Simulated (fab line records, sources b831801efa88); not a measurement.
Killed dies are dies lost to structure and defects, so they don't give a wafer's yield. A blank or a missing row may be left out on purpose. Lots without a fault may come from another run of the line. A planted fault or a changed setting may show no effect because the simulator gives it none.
Which tool did it? | flow sky130 | 13 lots, 39 wafers sampled, at 3 steps of a route of 708

WHAT THE GAUGES READ, wafer by wafer
SKY_CAP2M_RS_MEAS_03: measures by four-point-probe.
lot  | measured     | on            | CAP2M_TIN_RS (ohm/sq)
L713 | day 40 19:11 | film_metro-04 | 6.92 6.93 6.82
L716 | day 41 15:35 | film_metro-02 | 6.91 6.89 6.91
L718 | day 42 03:30 | film_metro-03 | 6.95 6.89 6.86
L719 | day 42 13:56 | film_metro-04 | 6.89 6.95 6.96
L720 | day 42 15:40 | film_metro-02 | 6.84 6.81 6.84
L721 | day 43 00:50 | film_metro-02 | 6.82 6.82 6.76
L724 | day 43 18:10 | film_metro-03 | 6.99 6.97 7.00
L725 | day 44 01:55 | film_metro-03 | 6.94 6.79 6.89
L726 | day 44 10:47 | film_metro-04 | 6.90 6.90 6.91
L729 | day 45 01:16 | film_metro-04 | 6.84 6.80 6.92
L730 | day 45 03:07 | film_metro-04 | 6.92 6.94 6.90
L731 | day 45 09:37 | film_metro-03 | 6.96 6.83 6.91
L734 | day 46 03:05 | film_metro-03 | 6.92 6.90 6.97

WHICH TOOL RAN EACH LOT (tool, then ch and the chambers of the sampled wafers, then the start)
lot  | SKY_NWELL_STRIP_14                   | SKY_METAL4_SPUTTER_00
L713 | plasma_asher-03 ch 0,1, day 5 03:19  | pvd_sputter-02, day 40 18:50
L716 | plasma_asher-01 ch 0,1, day 5 23:43  | pvd_sputter-04, day 41 15:13
L718 | plasma_asher-02 ch 0,1, day 6 09:12  | pvd_sputter-02, day 42 03:08
L719 | plasma_asher-01 ch 0,1, day 6 14:45  | pvd_sputter-04, day 42 13:34
L720 | plasma_asher-01 ch 0,1, day 6 17:57  | pvd_sputter-02, day 42 15:19
L721 | plasma_asher-02 ch 0,1, day 6 22:45  | pvd_sputter-03, day 43 00:30
L724 | plasma_asher-01 ch 0,1, day 7 18:21  | pvd_sputter-04, day 43 17:48
L725 | plasma_asher-01 ch 0,1, day 7 23:57  | pvd_sputter-02, day 44 01:34
L726 | plasma_asher-03 ch 0,1, day 8 03:51  | pvd_sputter-04, day 44 10:25
L729 | plasma_asher-03 ch 0,1, day 9 00:40  | pvd_sputter-02, day 45 00:55
L730 | plasma_asher-02 ch 0,1, day 9 03:27  | pvd_sputter-03, day 45 02:44
L731 | plasma_asher-03 ch 0,1, day 9 10:55  | pvd_sputter-04, day 45 09:17
L734 | plasma_asher-01 ch 0,1, day 10 03:29 | pvd_sputter-04, day 46 02:41
- SKY_NWELL_STRIP_14: strips in O2/N2.
- SKY_METAL4_SPUTTER_00: material Ti, target thk 15 nm, time 10 s.

WHAT THE TOOLS THEMSELVES READ (means of the sampled wafers that have a number; where no wafer has one, the mark that the record gives instead)
SKY_NWELL_STRIP_14.
lot  | tool            | drypump_motor_current_A (A) | oes_product_au (a.u.) | strip_time_to_endpoint_s (s)
L713 | plasma_asher-03 | 5.3                         | 0.725                 | 37.01
L716 | plasma_asher-01 | 6.1                         | 0.722                 | 36.91
L718 | plasma_asher-02 | 5.9                         | 0.720                 | 36.94
L719 | plasma_asher-01 | 5.7                         | 0.723                 | 36.91
L720 | plasma_asher-01 | 5.7                         | 0.719                 | 36.89
L721 | plasma_asher-02 | 5.6                         | 0.726                 | 36.94
L724 | plasma_asher-01 | 6.1                         | 0.724                 | 36.92
L725 | plasma_asher-01 | 5.7                         | 0.721                 | 37.02
L726 | plasma_asher-03 | 5.3                         | 0.724                 | 36.84
L729 | plasma_asher-03 | 5.5                         | 0.722                 | 36.93
L730 | plasma_asher-02 | 5.6                         | 0.723                 | 37.00
L731 | plasma_asher-03 | 5.4                         | 0.720                 | 36.93
L734 | plasma_asher-01 | 6.1                         | 0.724                 | 36.88

SKY_METAL4_SPUTTER_00.
lot  | tool           | throttle_valve_pct (%)
L713 | pvd_sputter-02 | 29.7
L716 | pvd_sputter-04 | 30.6
L718 | pvd_sputter-02 | 29.7
L719 | pvd_sputter-04 | 30.1
L720 | pvd_sputter-02 | 29.7
L721 | pvd_sputter-03 | 29.7
L724 | pvd_sputter-04 | 30.3
L725 | pvd_sputter-02 | 30.0
L726 | pvd_sputter-04 | 30.1
L729 | pvd_sputter-02 | 29.2
L730 | pvd_sputter-03 | 29.2
L731 | pvd_sputter-04 | 29.9
L734 | pvd_sputter-04 | 29.5

THE ANSWER, worked out from the rows above alone
Rule: what is usual is taken from the lots themselves. Put in order of their means at a reading, lots are off if they are a third of the lots or fewer, leave a main group of 4 or more, and stand apart from it by a gap of 3 or more times the standard deviation of the main group's means; of several such gaps the widest counts. A main group whose means are all the same, to the digits that the tables above print for the reading, isn't used. A lot without any number at a reading at which 4 lots or more have one is off too. The other lots that the step has rows for count as sound. The gauges are gone through in route order, then the tools' own readings, and for those a lot's mean is taken as printed above. The first step at which some lot is off is used, and at that step the reading that is off furthest; a lot without a number counts as furthest.
No lot is off at any reading shown: from this, nothing can be told.

WHAT THE SIMULATOR HAD PUT IN
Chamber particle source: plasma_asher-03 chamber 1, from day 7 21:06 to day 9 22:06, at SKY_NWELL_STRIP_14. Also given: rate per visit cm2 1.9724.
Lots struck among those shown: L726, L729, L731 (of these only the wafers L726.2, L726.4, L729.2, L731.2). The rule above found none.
